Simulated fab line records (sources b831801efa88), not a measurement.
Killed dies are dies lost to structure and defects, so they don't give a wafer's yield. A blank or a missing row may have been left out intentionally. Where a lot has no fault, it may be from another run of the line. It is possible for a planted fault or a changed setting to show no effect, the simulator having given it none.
A lot that was struck, set against a sound lot || flow gf180mcu || 14 out of 602 route steps
Sound: wafers L283.1, L283.3, L283.4. Wafers L288.1, L288.2, L288.3 were the ones struck. Last of all comes the cause.
At each step with rows: each side's tool, then ch and its chambers, then its first start. Under that, the readings that differ: sound wafers || struck wafers || difference of the means || sigmas: that difference in standard deviations of wafers without a fault.
alike: same words and numbers on both sides, and readings whose means sit less than 2 such deviations apart. not compared: any withheld reading, any reading some wafer has no value for, any bound like >300 that may hide the same value, and any number with overlapping values for which the record gives no deviation.
A row with sigmas, a row that says differs or no value, or rows on one side alone: a step with any of these is where the two part. Numbers that don't overlap but have no deviation are shown without sigmas and don't part them. Lack of a reading on every wafer of one side parts them only where that side has two or more wafers.

first, 1 step without rows for these wafers: GF_V2_CVD_00 (deposits SiO2, target thk 600 nm, time 100 s).
GF_V2_THK_MEAS_01:
  sound on film-metro-03, day 20 19:37; struck on film-metro-03, day 22 21:05
  alike: V2_CVD_00_THK
GF_V2_CVD_02: deposits SiO2 from TEOS, target thk 850 nm, time 94.851 s.
  sound on pecvd-04 ch 1,2, day 20 19:40; struck on pecvd-04 ch 0,1,2, day 22 21:09
  alike: heater-power-w
GF_V2_THK_MEAS_03:
  sound on film-metro-02, day 20 19:44; struck on film-metro-01, day 22 21:13
  alike: V2_CVD_02_THK
GF_V2_CMP_04: polishes SiO2.
  sound on cmp-02 ch 0,1,2, day 20 19:48; struck on cmp-01 ch 1,2,3, day 22 21:20
  alike: motor-current-A, time-to-endpoint-s
GF_V2_BOW_MEAS_05:
  sound on film-metro-03, day 20 20:06; struck on film-metro-01, day 22 21:35
  alike: V2_BOW
then, 6 steps without rows for these wafers: GF_V2_DEHYDRATE_06 (time 60 s); GF_V2_HMDS_07 (prime time 60 s); GF_V2_COAT_08; GF_V2_COAT_09 (resist thk 1000 nm); GF_V2_SOFTBAKE_10 (time 60 s); GF_V2_EXPOSE_11 (exposes mask Via2, target cd 260 nm).
GF_V2_PEB_12: peb time 90 s.
  sound on litho-track-03 ch 0, day 21 19:36; struck on litho-track-01, day 23 19:56
  no value came back on the struck wafers for chill-plate-temp-C (C), exhaust-pa (Pa); on the sound wafers chill-plate-temp-C (C) reads 23.01 23.04 22.99
then, 1 step without rows for these wafers: GF_V2_DEVELOP_13 (develop time 60 s).

## WHERE THEY PART
Within this record, at GF_V2_PEB_12 only.

WHY: whatever the simulator had introduced
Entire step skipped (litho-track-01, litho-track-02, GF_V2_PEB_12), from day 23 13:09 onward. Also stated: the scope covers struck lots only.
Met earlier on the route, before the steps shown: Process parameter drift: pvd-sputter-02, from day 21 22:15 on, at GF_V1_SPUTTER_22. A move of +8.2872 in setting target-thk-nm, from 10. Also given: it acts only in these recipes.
